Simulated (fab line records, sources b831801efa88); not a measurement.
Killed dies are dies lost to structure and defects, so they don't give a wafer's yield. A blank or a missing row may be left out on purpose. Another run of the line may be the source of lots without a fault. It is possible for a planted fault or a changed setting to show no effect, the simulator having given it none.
Problem report, 8D (eight disciplines) form, completed by code + flow gf180mcu + the parts of the form that need people (team, actions taken, sign-off) are left out

== 1. THE ISSUE ==
Wafers free of any fault read 0.3 nm (standard deviation 1.5) for MVPSD_OVL at GF_MVPSD_OVL_MEAS_07, against a mean of 334.2 nm on 6 wafers of 2 lots. So: +99 or more standard deviations from the usual mean.
Earliest sighting: wafer L385.1 on overlay-01 at day 9 03:07. At this step, 39 wafers from 13 lots have a number in the record. The rule behind "out" and "out of limits": a value lying over 4 standard deviations away from the usual mean. The other wafers with a number count as sound.

== 2. WHAT IT IS, AND WHAT IT ISN'T ==
| question                    | is                     | is not                                                              |
|-----------------------------|------------------------|---------------------------------------------------------------------|
| which readings at this step | MVPSD_OVL              | -                                                                   |
| which lots                  | L385, L387             | L369, L370, L371, L372, L375, L376, L378, L379, L380, L383, L390    |
| which wafers of those lots  | all that have a number | -                                                                   |
| read on which gauges        | overlay-01             | overlay-02                                                          |
| when                        | from day 9 03:07       | up to then (30 sound wafers); but 3 sound wafers of L390 came after |

== 3. WHAT RULES OUT EACH SUSPECT ==
Counting: a tool at a process step up to the reading stays a suspect if it ran every lot that is out and no sound lot after the first of them.
- the gauge at GF_MVPSD_OVL_MEAS_07: kept. All the wafers that are out were read on overlay-01, and no step on other tools shows them out.
- iline_stepper-02 at GF_MVPSD_EXPOSE_04 (exposes mask MVPSD, target cd 1000 nm): kept. It ran every lot that is out, first L385 (day 8 18:29), and no sound lot after that; its last sound lot up to then is L383 (day 8 07:27).
Remaining after the count are iline_stepper-02 at GF_MVPSD_EXPOSE_04 and overlay-01 at GF_MVPSD_OVL_MEAS_07.

== 4. THE CAUSE (what the simulator had put in) ==
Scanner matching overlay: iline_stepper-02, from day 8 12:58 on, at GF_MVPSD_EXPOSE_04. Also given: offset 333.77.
Counting left 2 suspects, and this tool is among them.

== 5. SEQUENCE OF EFFECTS, ordered by route ==
One row per reading whose mean, taken over the struck wafers that have a number, lies over 3 standard deviations from the usual. Scope: only readings with a usual standard deviation given in the record; hours: median across lots of the time from each lot's start at the first step in this table that gives one to its start at this step; sigmas: change in usual standard deviations.
| hours | step                 | reading   | usual  | on struck wafers | change | sigmas      |
|-------|----------------------|-----------|--------|------------------|--------|-------------|
| 0     | GF_MVPSD_OVL_MEAS_07 | MVPSD_OVL | 0.3 nm | 334.2            | +333.9 | +99 or more |
At these later measuring or inspecting steps, every struck wafer for which the step has a row has a number for every such reading, and none has moved that far: GF_POLY_GATE_THK_MEAS_17.

== 6. HOW IT WOULD HAVE BEEN CAUGHT EARLIER ==
The first out-of-limits reading at a measuring or inspecting step in this record came at day 9 03:07, 14 hours after the fault's start at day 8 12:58.
Of the lots that are out (2), L387 began GF_MVPSD_EXPOSE_04 on iline_stepper-02 after day 9 03:07. It would have been spared by a hold on the tool at that moment.
